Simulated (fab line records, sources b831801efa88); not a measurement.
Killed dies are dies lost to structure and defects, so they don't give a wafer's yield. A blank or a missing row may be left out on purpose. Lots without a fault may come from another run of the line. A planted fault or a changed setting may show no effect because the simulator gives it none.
Which tool did it? | flow sky130 | 10 lots, 29 wafers sampled, at 1 step of a route of 708

WHAT THE GAUGES READ, wafer by wafer
SKY_CAP2M_OVL_MEAS_12.
lot  | measured     | on         | CAP2M_OVL (nm)
L429 | day 40 09:15 | overlay-02 | -2.1 -1.0 -3.1
L430 | day 41 05:32 | overlay-01 | -0.9 -0.7 -1.9
L431 | day 41 05:50 | overlay-02 | -1.5 -1.7 -1.1
L432 | day 42 01:36 | overlay-01 | -0.4 -2.4 -2.3
L433 | day 42 05:37 | overlay-02 | 0.3 -0.2 -2.9
L435 | day 42 19:51 | overlay-01 | -0.5 -2.7 -2.7
L436 | day 42 21:52 | overlay-01 | 0.3 0.5 0.6
L445 | day 45 05:06 | overlay-02 | -1.1 -1.2
L451 | day 46 18:37 | overlay-01 | 0.4 0.1 -0.7
L452 | day 46 21:30 | overlay-01 | 1.2 -0.5 0.1

WHICH TOOL RAN EACH LOT (tool, then ch and the chambers of the sampled wafers, then the start)
The record holds no process step before these readings.

WHAT THE TOOLS THEMSELVES READ (means of the sampled wafers that have a number; where no wafer has one, the mark that the record gives instead)
The record holds no such reading with a usual standard deviation.

THE ANSWER, worked out from the rows above alone
Rule: what is usual is taken from the lots themselves. Put in order of their means at a reading, lots are off if they are a third of the lots or fewer, leave a main group of 4 or more, and stand apart from it by a gap of 3 or more times the standard deviation of the main group's means; of several such gaps the widest counts. A main group whose means are all the same, to the digits that the tables above print for the reading, isn't used. A lot without any number at a reading at which 4 lots or more have one is off too. The other lots that the step has rows for count as sound. The gauges are gone through in route order, then the tools' own readings, and for those a lot's mean is taken as printed above. The first step at which some lot is off is used, and at that step the reading that is off furthest; a lot without a number counts as furthest.
No lot is off at any reading shown: from this, nothing can be told.

WHAT THE SIMULATOR HAD PUT IN
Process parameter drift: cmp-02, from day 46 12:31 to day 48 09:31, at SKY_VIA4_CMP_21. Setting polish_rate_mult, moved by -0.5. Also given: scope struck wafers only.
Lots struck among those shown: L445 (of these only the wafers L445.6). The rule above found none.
